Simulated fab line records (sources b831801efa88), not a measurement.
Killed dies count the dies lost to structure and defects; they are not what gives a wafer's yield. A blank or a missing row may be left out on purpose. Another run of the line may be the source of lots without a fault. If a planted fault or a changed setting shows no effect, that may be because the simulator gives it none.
Which tool is to blame?	flow gf180mcu	14 lots with 42 wafers sampled at 5 steps, on a route of 602 steps

## WHAT EACH GAUGE READ, for each wafer
GF_POLY_GATE_CD_MEAS_10: target cd 280 nm.
lot	measured	on	cd_nm (nm)
L805	day 9 03:03	cd_sem-02	279.3 279.1 280.4
L806	day 9 09:12	cd_sem-01	281.5 281.0 280.8
L807	day 9 17:15	cd_sem-01	279.5 281.2 280.7
L811	day 10 20:37	cd_sem-01	279.5 279.6 279.7
L813	day 11 07:21	cd_sem-01	280.3 279.8 280.6
L816	day 12 20:55	cd_sem-02	286.2 284.7 286.2
L817	day 12 23:13	cd_sem-02	284.1 284.4 283.9
L819	day 13 08:31	cd_sem-01	277.2 278.1 278.0
L821	day 13 23:56	cd_sem-02	279.0 280.0 279.8
L820	day 14 04:14	cd_sem-02	283.0 283.0 283.9
L822	day 14 07:58	cd_sem-02	277.5 278.6 277.5
L825	day 15 01:12	cd_sem-02	279.7 279.7 280.1
L826	day 15 20:38	cd_sem-02	280.2 280.0 279.6
L828	day 16 08:23	cd_sem-01	283.6 282.4 282.7

GF_CONTACT_OVL_MEAS_15.
lot	measured	on	CONTACT_OVL (nm)
L805	day 16 02:21	overlay-01	-4 -2 6
L806	day 16 05:39	overlay-02	8 7 6
L807	day 16 16:40	overlay-01	9 6 5
L811	day 18 03:27	overlay-02	-7 -7 -2
L813	day 18 18:44	overlay-02	4 -5 0
L816	day 20 15:02	overlay-01	11 22 15
L817	day 20 19:50	overlay-01	-1 5 1
L819	day 21 06:07	overlay-01	2 2 0
L821	day 22 00:32	overlay-02	5 15 3
L820	day 22 05:03	overlay-02	5 2 -4
L822	day 22 09:54	overlay-01	4 1 -4
L825	day 23 04:17	overlay-02	-5 -6 2
L826	day 24 00:09	overlay-01	1 -4 -5
L828	day 24 10:20	overlay-02	10 7 11

GF_CONTACT_RS_MEAS_25: measures by four-point-probe.
lot	measured	on	CONTACT_W_RS (ohm/sq)
L805	day 16 03:03	film_metro-01	0.389 0.390 0.389
L806	day 16 06:21	film_metro-04	0.377 0.383 0.384
L807	day 16 17:22	film_metro-04	0.384 0.388 0.394
L811	day 18 04:10	film_metro-04	0.387 0.385 0.391
L813	day 18 19:29	film_metro-03	0.395 0.390 0.394
L816	day 20 15:45	film_metro-04	0.391 0.385 0.392
L817	day 20 20:33	film_metro-03	0.385 0.387 0.382
L819	day 21 06:50	film_metro-01	0.384 0.380 0.389
L821	day 22 01:17	film_metro-03	0.388 0.374 0.385
L820	day 22 05:44	film_metro-03	0.376 0.387 0.380
L822	day 22 10:38	film_metro-03	0.387 0.385 0.390
L825	day 23 05:00	film_metro-04	0.389 0.379 0.387
L826	day 24 00:52	film_metro-01	0.377 0.387 0.377
L828	day 24 11:04	film_metro-03	0.374 0.388 0.381

## WHAT TOOL EACH LOT RAN ON (gives the tool, then ch and the chambers of the sampled wafers, and finally the start)
lot	GF_POLY_GATE_SOFTBAKE_06	GF_CONTACT_CVD_24
L805	litho_track-03 ch 0, day 8 18:00	cvd_w-02 ch 0,1, day 16 02:57
L806	litho_track-01 ch 0, day 9 00:00	cvd_w-01 ch 0,1, day 16 06:15
L807	litho_track-01 ch 0, day 9 08:00	cvd_w-02 ch 0,1, day 16 17:16
L811	litho_track-02 ch 0, day 10 11:00	cvd_w-02 ch 0,1, day 18 04:02
L813	litho_track-03 ch 0, day 10 22:00	cvd_w-02 ch 0,1, day 18 19:22
L816	litho_track-01 ch 0, day 12 11:00	cvd_w-02 ch 0,1, day 20 15:38
L817	litho_track-01 ch 0, day 12 12:00	cvd_w-02 ch 1, day 20 20:26
L819	litho_track-03 ch 0, day 12 22:00	cvd_w-01 ch 0,1, day 21 06:44
L821	litho_track-02 ch 0, day 13 13:00	cvd_w-01 ch 0,1, day 22 01:10
L820	litho_track-03 ch 0, day 13 14:00	cvd_w-01 ch 0,1, day 22 05:38
L822	litho_track-03 ch 0, day 13 21:00	cvd_w-02 ch 0,1, day 22 10:32
L825	litho_track-02 ch 0, day 14 14:00	cvd_w-02 ch 0,1, day 23 04:53
L826	litho_track-03 ch 0, day 15 09:00	cvd_w-01 ch 0,1, day 24 00:44
L828	litho_track-01 ch 0, day 15 21:00	cvd_w-01 ch 0,1, day 24 10:57
- GF_POLY_GATE_SOFTBAKE_06: time 60 s.
- GF_CONTACT_CVD_24: deposits W, target thk 300 nm, time 90.339 s.

## AS READ BY THE TOOLS THEMSELVES (means over the sampled wafers that have a number; for cases with no such wafer, the mark the record gives instead)
GF_POLY_GATE_SOFTBAKE_06.
lot	tool	heater_power_total_W (W)	plate_temp_C (C)
L805	litho_track-03	93.05	130.04
L806	litho_track-01	93.08	130.03
L807	litho_track-01	93.06	129.98
L811	litho_track-02	92.98	130.01
L813	litho_track-03	92.99	129.87
L816	litho_track-01	91.04	127.74
L817	litho_track-01	91.03	127.83
L819	litho_track-03	93.04	130.14
L821	litho_track-02	93.05	129.89
L820	litho_track-03	92.98	130.01
L822	litho_track-03	93.15	129.84
L825	litho_track-02	93.02	129.98
L826	litho_track-03	93.03	130.06
L828	litho_track-01	93.06	129.97

GF_CONTACT_CVD_24.
lot	tool	heater_power_w (W)
L805	cvd_w-02	983
L806	cvd_w-01	891
L807	cvd_w-02	929
L811	cvd_w-02	889
L813	cvd_w-02	933
L816	cvd_w-02	924
L817	cvd_w-02	851
L819	cvd_w-01	880
L821	cvd_w-01	871
L820	cvd_w-01	888
L822	cvd_w-02	934
L825	cvd_w-02	929
L826	cvd_w-01	897
L828	cvd_w-01	902

## THE ANSWER, worked out from the rows above alone
Rule: what is usual is taken from the lots themselves. Put in order of their means at a reading, lots are off if they are a third of the lots or fewer, leave a main group of 4 or more, and stand apart from it by a gap of 3 or more times the standard deviation of the main group's means; of several such gaps the widest counts. A main group is skipped when, at the precision printed for the reading in the tables above, its means are all equal. A lot without any number at a reading at which 4 lots or more have one is off too. Any other lot the step has rows for is counted as sound. The gauges are gone through in route order, then the tools' own readings, and for those a lot's mean is taken as printed above. The first step at which some lot is off is used, and at that step the reading that is off furthest; a lot without a number counts as furthest.
Off: L816, L817, at GF_POLY_GATE_SOFTBAKE_06 (heater_power_total_W). For the main group the mean is 93.04 W and the standard deviation 0.046.
A tool fits if, at that step or a process step before it, it ran every lot that is off, and no sound lot after the first of them. Of those tried, none fits.

## WHAT THE SIMULATOR HAD PUT IN
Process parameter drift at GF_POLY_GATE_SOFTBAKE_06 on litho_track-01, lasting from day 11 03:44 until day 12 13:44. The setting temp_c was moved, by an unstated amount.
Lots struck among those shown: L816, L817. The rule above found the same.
